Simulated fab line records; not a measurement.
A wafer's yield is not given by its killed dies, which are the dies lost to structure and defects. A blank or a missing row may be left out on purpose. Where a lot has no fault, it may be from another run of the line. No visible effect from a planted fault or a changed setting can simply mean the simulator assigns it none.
Struck lot and sound lot, side by side ; flow sky130 ; 16 steps out of a route of 708
Sound: wafers L210.1, L210.3, L210.5. Struck: wafer L225.6 (left out: L225.2, L225.5 of the same lot, which were not struck); the cause appears at the end.
For every step that has rows: the tool of each side, followed by ch and its chambers, followed by its first start. Under that, the readings that differ: sound wafers ; struck wafers ; difference of the means ; sigmas: that difference in standard deviations of wafers without a fault.
alike: readings whose means differ by less than 2 such deviations, and words and numbers that are the same on both sides. not compared: withheld readings, readings that some wafer has no value for, bounds like >300 that may hide the same value, and numbers for which the record gives no deviation and whose values overlap.
The two part at a step that has a row with sigmas, a row that says differs or no value, or rows on one side only. Non-overlapping numbers with no deviation appear without sigmas and do not part them. Lack of a reading on every wafer of one side parts them only where that side has two or more wafers.

first, 3 steps without rows for these wafers: SKY_METAL1_EXPOSE_12 (exposes mask MM1, target cd 140 nm); SKY_METAL1_PEB_13; SKY_METAL1_DEVELOP_14 (develop time 60 s).
SKY_METAL1_CD_MEAS_15 targets a cd of 140 nm.
  sound: cd_sem-02 at day 33 19:04; struck: cd_sem-01 at day 38 05:14
  alike: cd_nm
SKY_METAL1_OVL_MEAS_16:
  sound: overlay-01 at day 33 19:11; struck: overlay-01 at day 38 05:20
  alike: METAL1_OVL
SKY_METAL1_DESCUM_17: chemistry O2, time 8 s.
  sound on rie_metal-01 ch 0,1, day 33 19:13; struck on rie_metal-02 ch 0, day 38 05:22
reading;sound;struck;difference;sigmas
oes_product_au (a.u.);1.007 1.005 1.004;0.989;-0.016;-2
  alike: drypump_motor_current_A
  not compared: rf_hours_counter_h
SKY_METAL1_ETCH_18: etches BARC in N2/H2, stops on SiO2, time 45.9 s, target depth 60 nm.
  sound on rie_metal-01 ch 0,1, day 33 19:15; struck on rie_metal-02 ch 0, day 38 05:24
  alike: drypump_motor_current_A, oes_product_au, throttle_valve_pct
  not compared: rf_hours_counter_h
SKY_METAL1_METAL_ETCH_19: etches the open film in Cl2/BCl3, stops on SiO2, target depth 360 nm, time 78 s.
  sound on rie_metal-01 ch 0,1, day 33 19:19; struck on rie_metal-02 ch 0, day 38 05:28
reading;sound;struck;difference;sigmas
oes_product_au (a.u.);0.852 0.859 0.856;0.869;+0.013;+3
  alike: bcl3_flow_sccm, drypump_motor_current_A, throttle_valve_pct
  not compared: rf_hours_counter_h
SKY_METAL1_STRIP_20: strips in O2/N2.
  sound on plasma_asher-03 ch 0,1, day 33 19:25; struck on plasma_asher-04 ch 0, day 38 05:34
reading;sound;struck;difference;sigmas
oes_product_au (a.u.);0.345 0.340 0.350;0.334;-0.011;-2
  alike: drypump_motor_current_A, strip_time_to_endpoint_s
  not compared: rf_hours_counter_h
then, 3 steps without rows for these wafers: SKY_METAL1_STRIP_21 (strips in post etch residue remover, time 1200 s); SKY_METAL1_CLEAN_22 (cleans in IPA, time 180 s); SKY_METAL1_CLEAN_23 (cleans in O3/DIW).
SKY_VIA1_HDPCVD_00: deposits SiO2, target thk 1030 nm, time 171.7 s.
  sound on hdpcvd-02 ch 0,1,2, day 33 20:00; struck on hdpcvd-02 ch 0, day 38 06:09
reading;sound;struck;difference;sigmas
sih4_flow_sccm (sccm);60.13 60.04 59.90;89.97;+29.95;+99 or more
model.SiO2_of_VIA1_HDPCVD_00.thk_nm (nm);1034 1025 1033;1534;+503;
  alike: pressure_mtorr, susceptor_temp_C
SKY_VIA1_THK_MEAS_01:
  sound: film_metro-01 at day 33 20:07; struck: film_metro-03 at day 38 06:30
reading;sound;struck;difference;sigmas
VIA1_HDPCVD_THK (nm);1034 1025 1032;1533;+503;+56
  not compared: hold
SKY_VIA1_CMP_02: polishes SiO2.
  sound on cmp-02 ch 0,1,3, day 33 20:16; struck on cmp-01 ch 2, day 38 13:38
reading;sound;struck;difference;sigmas
hold;- - -;await_dispo/5.9h/release;no value on the sound wafers;
  alike: head_pressure_psi, motor_current_A
then, 1 step without rows for these wafers: SKY_PAD_OPEN_PROBE_99.

WHERE THEY PART
Earliest at SKY_METAL1_DESCUM_17; latest, in this record, at SKY_VIA1_CMP_02.

WHY: what the simulator had put in
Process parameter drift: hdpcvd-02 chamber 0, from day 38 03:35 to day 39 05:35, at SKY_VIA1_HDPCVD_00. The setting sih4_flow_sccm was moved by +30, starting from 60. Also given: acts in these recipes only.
